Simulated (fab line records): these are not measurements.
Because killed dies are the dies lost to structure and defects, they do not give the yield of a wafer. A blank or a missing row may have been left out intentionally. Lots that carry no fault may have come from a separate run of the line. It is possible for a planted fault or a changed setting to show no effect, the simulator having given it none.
The tool behind it: which one? :: flow gf180mcu :: 18 wafers sampled from 6 lots at 1 step of a route of 602

== WHAT THE GAUGES SHOWED, per wafer ==
GF_M2_RS_MEAS_05: uses a four-point probe to measure.
lot: L598
measured: day 18 22:45
on: film-metro-02
M2_ALCU_RS (ohm/sq): 0.0704 0.0714 0.0705

lot: L601
measured: day 20 03:06
on: film-metro-02
M2_ALCU_RS (ohm/sq): 0.0709 0.0694 0.0708

lot: L603
measured: day 21 00:35
on: film-metro-04
M2_ALCU_RS (ohm/sq): 0.0708 0.0692 0.0703

lot: L607
measured: day 22 06:49
on: film-metro-02
M2_ALCU_RS (ohm/sq): 0.0707 0.0694 0.0693

lot: L617
measured: day 25 16:01
on: film-metro-01
M2_ALCU_RS (ohm/sq): 0.0704 0.0695 0.0703

lot: L619
measured: day 26 09:09
on: film-metro-02
M2_ALCU_RS (ohm/sq): 0.0712 0.0713 0.0697

== EACH LOT AND THE TOOL THAT RAN IT (in order: tool; ch and the chambers of the sampled wafers; start) ==
Record: no process step prior to these readings.

== THE ANSWER, worked out from the rows above alone ==
Rule: the lots themselves supply what counts as usual. The widest of any qualifying gaps counts: lots, ordered by their means at a reading, are off when they make up no more than a third of the lots, leave a main group of 4 or more, and stand apart from it by 3 or more times the standard deviation of that group's means. A main group whose means are all the same, to the digits that the tables above print for the reading, isn't used. Also off: a lot with no number at a reading for which 4 or more lots have one. Where the step has rows for the other lots, those lots are counted as sound.
No lot is off on any of the readings shown, so nothing can be concluded from this.

== WHAT HAD BEEN PUT IN BY THE SIMULATOR ==
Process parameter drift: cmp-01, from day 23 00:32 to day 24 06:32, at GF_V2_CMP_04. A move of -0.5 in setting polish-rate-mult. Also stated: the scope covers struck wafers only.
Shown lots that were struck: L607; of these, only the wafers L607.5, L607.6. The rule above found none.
